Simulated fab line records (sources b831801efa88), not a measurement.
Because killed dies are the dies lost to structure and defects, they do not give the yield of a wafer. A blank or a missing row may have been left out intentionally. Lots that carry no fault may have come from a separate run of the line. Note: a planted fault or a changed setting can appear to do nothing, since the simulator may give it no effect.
A lot that was struck, set against a sound lot / flow sky130 / 28 out of 708 route steps
Sound: these wafers, L487.2, L487.4, L487.5. Struck: wafers L496.2, L496.5 (left out: L496.3, a lot-mate that was not struck); the cause follows at the end.
Per side, at each step with rows, come the tool, then ch with its chambers, and then its first start. Under that, the readings that differ: sound wafers / struck wafers / difference of the means / sigmas: that difference in standard deviations of wafers without a fault.
alike: words and numbers the same on both sides, and readings whose means are apart by under 2 such deviations; not compared: readings that were withheld, readings missing a value for some wafer, numbers with overlapping values and no deviation given by the record, and bounds like >300 which may hide the same value.
The two part at a step that has a row with sigmas, a row that says differs or no value, or rows on one side only. When numbers do not overlap yet have no deviation, they are printed without sigmas and do not part them. A reading that every wafer of one side lacks parts them only if that side has two wafers or more.

SKY_VIA4_ETCH_12: etches SiO2 in C4F8/O2/Ar, stops on TiN, target depth 580 nm.
  sound on rieDiel-04 ch 0,1, day 43 12:07; struck on rieDiel-03 ch 0,3, day 46 11:08
  alike: chamberPressureMTorr, oesProductAu
SKY_VIA4_STRIP_13: strips in O2/N2.
  sound on plasmaAsher-03 ch 0,1, day 43 12:11; struck on plasmaAsher-01 ch 0,1, day 46 11:13
reading=oesProductAu (a.u.); sound=0.713 0.713 0.713; struck=0.695 0.713; difference=-0.009; sigmas=-2
  alike: chamberPressureMTorr, drypumpMotorCurrentA, stripTimeToEndpointS
  not compared: rfHoursCounterH
then, 3 steps without rows for these wafers: SKY_VIA4_STRIP_14 (strips in post etch residue remover, time 1200 s); SKY_VIA4_CLEAN_15 (cleans in IPA, time 180 s); SKY_VIA4_CLEAN_16 (cleans in O3/DIW).
SKY_VIA4_SPUTTER_17: material TiN, target thk 20 nm, time 80 s.
  struck on pvdSputter-01, day 46 11:48; sound on pvdSputter-04, day 43 12:47
  alike: cathodeDcPowerW, throttleValvePct
then, 1 step without rows for these wafers: SKY_VIA4_CVD_18 (deposits W, target thk 505 nm, time 152.14 s).
SKY_VIA4_RS_MEAS_19: a four-point-probe measurement.
  struck on filmMetro-02, day 46 12:02; sound on filmMetro-03, day 43 13:01
  alike: VIA4_W_RS
SKY_VIA4_THK_MEAS_20: measures by xrf.
  struck on filmMetro-02, day 46 12:08; sound on filmMetro-03, day 43 13:07
  alike: VIA4_W_THK
then, 1 step without rows for these wafers: SKY_VIA4_CMP_21 (polishes, stops on SiO2, t overpolish 25 s, target thk 0 nm).
SKY_METAL5_SPUTTER_00: material Ti, target thk 15 nm, time 10 s.
  struck on pvdSputter-02, day 46 12:32; sound on pvdSputter-02, day 43 13:31
  alike: cathodeDcPowerW, throttleValvePct
then, 1 step without rows for these wafers: SKY_METAL5_SPUTTER_01 (material TiN, target thk 20 nm, time 16.7 s).
SKY_METAL5_SPUTTER_02: material AlCu, target thk 1150 nm, time 61.2 s.
  struck on pvdSputter-02, day 46 12:35; sound on pvdSputter-02, day 43 13:34
reading=cathodeDcPowerW (W); sound=10600 10604 10599; struck=8669.1 8665.0; difference=-1934.0; sigmas=-99 or more
reading=model.AlCu_of_METAL5_SPUTTER_02.thkNm (nm); sound=1127 1142 1132; struck=915.6 922.2; difference=-214.8; sigmas=
  alike: throttleValvePct
then, 2 steps without rows for these wafers: SKY_METAL5_SPUTTER_03 (material Ti, target thk 5 nm, time 3.3 s); SKY_METAL5_SPUTTER_04 (material TiN, target thk 70 nm, time 58.3 s).
SKY_METAL5_RS_MEAS_05: a four-point-probe measurement.
  struck on filmMetro-04, day 46 12:43; sound on filmMetro-03, day 43 13:42
reading=METAL5_ALCU_RS (ohm/sq); sound=0.0277 0.0274 0.0275; struck=0.0340 0.0338; difference=+0.0064; sigmas=+16
SKY_METAL5_THK_MEAS_06: measures by xrf.
  struck on filmMetro-04, day 46 12:50; sound on filmMetro-03, day 43 13:49
reading=METAL5_ALCU_THK (nm); sound=1115 1125 1115; struck=885 895; difference=-228; sigmas=-12
then, 8 steps without rows for these wafers: SKY_METAL5_DEHYDRATE_07 (time 60 s); SKY_METAL5_HMDS_08 (prime time 60 s); SKY_METAL5_COAT_09 (resist thk 1800 nm); SKY_METAL5_SOFTBAKE_10 (time 60 s); SKY_METAL5_EXPOSE_11 (exposes mask MM5, target cd 1600 nm); SKY_METAL5_PEB_12; SKY_METAL5_DEVELOP_13 (develop time 60 s); SKY_METAL5_DESCUM_14 (chemistry O2, time 11 s).
SKY_METAL5_METAL_ETCH_15: etches the open film in Cl2/BCl3, stops on SiO2, target depth 1260 nm, time 252 s.
  sound on rieMetal-04 ch 0,1, day 44 11:38; struck on rieMetal-03 ch 0, day 47 08:58
reading=oesProductAu (a.u.); sound=0.892 0.883 0.897; struck=0.805 0.812; difference=-0.082; sigmas=-15
  alike: chamberPressureMTorr, drypumpMotorCurrentA, throttleValvePct
  not compared: rfHoursCounterH
SKY_METAL5_STRIP_16: strips in O2/N2.
  sound on plasmaAsher-04 ch 0,1, day 44 11:52; struck on plasmaAsher-04 ch 0,1, day 47 09:11
  alike: chamberPressureMTorr, drypumpMotorCurrentA, oesProductAu, stripTimeToEndpointS
  not compared: rfHoursCounterH
SKY_PAD_OPEN_PROBE_99:
  struck on prober-01, day 49 04:16; sound on prober-02, day 46 10:52
reading=model.etest.met5.rsOhmSq; sound=0.02736 0.02765 0.02762; struck=0.03424 0.03414; difference=+0.00665; sigmas=
reading=model.etest.met5.lineOhmUm; sound=0.01704 0.01724 0.01738; struck=0.02146 0.02136; difference=+0.00419; sigmas=
  alike: defectLimitedYield, killed_at_M0_to_M3, killed_at_M4_up, killedAtContacts, killedAtFrontEnd, killedAtOther, killedDies, killedOpen, killedShort, sort_bin_3_pad_short, sort_bin_5_function, sort_bin_6_memory, sortNPass, sortYieldPct

WHERE THEY PART
Earliest at SKY_VIA4_STRIP_13; latest, in this record, at SKY_METAL5_METAL_ETCH_15. Later steps at which nothing parts them and some readings are alike: SKY_METAL5_STRIP_16, SKY_PAD_OPEN_PROBE_99.

WHY: the cause the simulator had injected
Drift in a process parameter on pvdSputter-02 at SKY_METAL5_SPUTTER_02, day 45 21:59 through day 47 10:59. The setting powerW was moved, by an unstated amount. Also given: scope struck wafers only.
